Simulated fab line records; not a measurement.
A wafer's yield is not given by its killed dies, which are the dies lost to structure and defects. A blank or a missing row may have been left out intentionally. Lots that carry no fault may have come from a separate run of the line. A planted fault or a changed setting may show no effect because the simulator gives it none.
What tool caused it? | flow sky130 | route of 708 steps, sampled at 1 step: 11 lots, 33 wafers

WHAT EACH GAUGE READ, for each wafer
SKY_METAL2_OVL_MEAS_16.
lot  | measured     | on         | METAL2_OVL (nm)
L943 | day 36 00:32 | overlay-01 | -3 1 -5
L947 | day 37 16:15 | overlay-01 | -6 -14 5
L948 | day 37 19:52 | overlay-02 | -7 -8 5
L950 | day 38 03:15 | overlay-01 | -1 -1 6
L951 | day 38 20:06 | overlay-02 | -5 -1 1
L953 | day 39 04:45 | overlay-02 | -7 -9 0
L954 | day 39 13:14 | overlay-02 | -3 -7 -12
L959 | day 40 22:10 | overlay-02 | -7 -6 -6
L960 | day 41 00:56 | overlay-02 | 0 1 -10
L963 | day 42 01:39 | overlay-01 | 4 -1 2
L966 | day 42 22:03 | overlay-02 | -1 -3 -2

WHICH TOOL RAN EACH LOT (tool, then ch and the chambers of the sampled wafers, then the start)
No process step before these readings appears in the record.

THE ANSWER, worked out from the rows above alone
Rule: what is usual is taken from the lots themselves. The widest of any qualifying gaps counts: lots, ordered by their means at a reading, are off when they make up no more than a third of the lots, leave a main group of 4 or more, and stand apart from it by 3 or more times the standard deviation of that group's means. The tables above print the reading to a certain number of digits; a main group whose means all agree to those digits is not used. Also off: a lot with no number at a reading for which 4 or more lots have one. Where the step has rows for the other lots, those lots are counted as sound.
No lot is off at any reading shown: from this, nothing can be told.

WHAT WAS PUT IN BY THE SIMULATOR
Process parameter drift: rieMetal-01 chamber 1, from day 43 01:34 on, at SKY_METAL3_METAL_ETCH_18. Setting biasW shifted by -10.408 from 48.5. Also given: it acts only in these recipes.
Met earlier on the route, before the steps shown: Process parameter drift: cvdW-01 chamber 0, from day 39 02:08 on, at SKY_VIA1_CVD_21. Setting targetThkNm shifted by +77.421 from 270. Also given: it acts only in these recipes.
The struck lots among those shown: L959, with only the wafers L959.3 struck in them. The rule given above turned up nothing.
